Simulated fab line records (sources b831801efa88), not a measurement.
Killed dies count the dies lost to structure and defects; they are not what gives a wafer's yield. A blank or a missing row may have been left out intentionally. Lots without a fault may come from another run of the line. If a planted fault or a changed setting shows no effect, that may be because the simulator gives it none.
A lot that was struck, set against a sound lot | flow gf180mcu | 15 out of 602 route steps
Sound: wafers L762.1, L762.5, L762.6. Wafers L754.1, L754.2, L754.3 were the ones struck. Last of all comes the cause.
For every step that has rows: the tool of each side, followed by ch and its chambers, followed by its first start. Under that, the readings that differ: sound wafers | struck wafers | difference of the means | sigmas: that difference in standard deviations of wafers without a fault.
alike: words and numbers the same on both sides, and readings whose means are apart by under 2 such deviations; not compared: readings that were withheld, readings missing a value for some wafer, numbers with overlapping values and no deviation given by the record, and bounds like >300 which may hide the same value.
The two part at a step that has a row with sigmas, a row that says differs or no value, or rows on one side only. Numbers that don't overlap but have no deviation are shown without sigmas and don't part them. Lack of a reading on every wafer of one side parts them only where that side has two or more wafers.

GF_MIM_SPUTTER_09: material TiN, target thk 35 nm, time 29.2 s.
  struck on pvd-sputter-04, day 27 21:01; sound on pvd-sputter-02, day 30 16:20
  alike: throttle-valve-pct
GF_MIM_RS_MEAS_10: a four-point-probe measurement.
  struck on film-metro-01, day 27 21:03; sound on film-metro-03, day 30 16:22
  alike: MIM_ALCU_RS
GF_MIM_THK_MEAS_11: measures by xrf.
  struck on film-metro-01, day 27 21:10; sound on film-metro-03, day 30 16:29
  alike: MIM_ALCU_THK
then, 7 steps without rows for these wafers: GF_MIM_DEHYDRATE_12 (time 60 s); GF_MIM_HMDS_13 (prime time 60 s); GF_MIM_COAT_14 (resist thk 1000 nm); GF_MIM_SOFTBAKE_15 (time 60 s); GF_MIM_EXPOSE_16 (exposes mask FuseTop, target cd 2000 nm); GF_MIM_PEB_17; GF_MIM_DEVELOP_18 (develop time 60 s).
GF_MIM_METAL_ETCH_19: etches the open film in Cl2/BCl3, stops on Si3N4, target depth 324.5 nm, time 54.1 s.
  sound on rie-metal-03 ch 0,1, day 31 09:59; struck on rie-metal-04 ch 0,1, day 28 16:02
  alike: chamber-pressure-mTorr, drypump-motor-current-A, oes-product-au, throttle-valve-pct
  not compared: rf-hours-counter-h
GF_MIM_STRIP_20: strips in O2/N2.
  sound on plasma-asher-01 ch 0,1, day 31 10:03; struck on plasma-asher-01 ch 0,1, day 28 16:06
  alike: chamber-pressure-mTorr, drypump-motor-current-A, heater-power-w, oes-product-au, strip-time-to-endpoint-s
  not compared: rf-hours-counter-h
GF_MIM_STRIP_21: strips in post etch residue remover, time 1200 s.
  sound on wet-bench-02 ch 0, day 31 10:09; struck on wet-bench-04 ch 1, day 28 16:12
  no value came back on the struck wafers for bath-guard-temp-C (C), bath-heat-duty-pct (%); on the sound wafers bath-guard-temp-C (C) reads 73.1 73.2 73.0
then, 1 step without rows for these wafers: GF_MIM_CLEAN_22 (cleans in DIW).
-- the record jumps here: 3 days lie between the struck wafers' starts before and after (it left off in module MIM and takes up again in module PASSIVATION, whose first step shown is number 602 of the route) --
GF_PASSIVATION_PROBE_99:
  the record has rows for the struck wafers here (prober-01, day 31 23:44) and none for the sound ones

## WHERE THEY PART
At GF_MIM_STRIP_21 first; at GF_PASSIVATION_PROBE_99 last (within this record only).

WHY: the cause the simulator had injected
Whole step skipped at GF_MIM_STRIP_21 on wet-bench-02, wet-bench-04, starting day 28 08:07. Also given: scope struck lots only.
